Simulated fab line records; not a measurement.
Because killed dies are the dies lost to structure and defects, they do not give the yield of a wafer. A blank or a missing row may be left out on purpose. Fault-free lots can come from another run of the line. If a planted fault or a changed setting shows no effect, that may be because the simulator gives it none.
Matching of chambers | flow sky130 | 4 sister chambers for SKY_FIELD_ISO_ETCH_14 on rieDiel-03
The step etches BARC in N2/H2, stops on SiO2, time 45.9 s, target depth 60 nm. 8 wafers are shown with their chamber, then 8 later ones without.

== EACH WAFER AND ITS CHAMBER ==
wafer  | chamber | drypumpMotorCurrentA (A) | oesProductAu (a.u.)
L972.2 | 2       | 6.1                      | 0.851
L978.6 | 3       | 6.4                      | 0.853
L980.5 | 1       | 5.0                      | 0.851
L980.6 | 0       | 6.6                      | 0.859
L981.1 | 1       | 5.0                      | 0.855
L981.2 | 0       | 6.7                      | 0.864
L981.3 | 2       | 6.2                      | 0.853
L982.1 | 3       | 6.4                      | 0.857

== WAFERS WITH NO CHAMBER GIVEN ==
wafer  | drypumpMotorCurrentA (A) | oesProductAu (a.u.)
L982.2 | 6.1                      | 0.857
L982.5 | 6.5                      | 0.855
L990.1 | 6.4                      | 0.856
L990.2 | 5.0                      | 0.853
L990.6 | 6.5                      | 0.851
L993.3 | 4.9                      | 0.859
L993.5 | 6.4                      | 0.845
L993.6 | 4.9                      | 0.867

== CHAMBER TAKEN BY EACH ==
wafer  | from the rows above     | in truth
L982.2 | 2                       | 2
L982.5 | can't be placed: 3 or 0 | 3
L990.1 | 3                       | 3
L990.2 | 1                       | 1
L990.6 | 3                       | 3
L993.3 | 1                       | 1
L993.5 | can't be placed: 3 or 2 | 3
L993.6 | 1                       | 1
Correct placement for 6 of the 8. Can't be placed from these rows: 2 (the true chamber is among the candidates in 2). Placed wrongly: 0.
How it was worked out, from the rows above alone: a wafer's distance from a chamber is the root of the sum, over the readings, of the square of ((its reading less the chamber's mean) divided by the reading's scatter). The wafer belongs to the nearest chamber; if the next one is less than 2 further off, it can't be placed. The mean given for a chamber averages the wafers shown for that chamber. The scatter: the root of (the sum of the squares of (reading less its chamber's mean) over the shown wafers, divided by (wafers less chambers)).
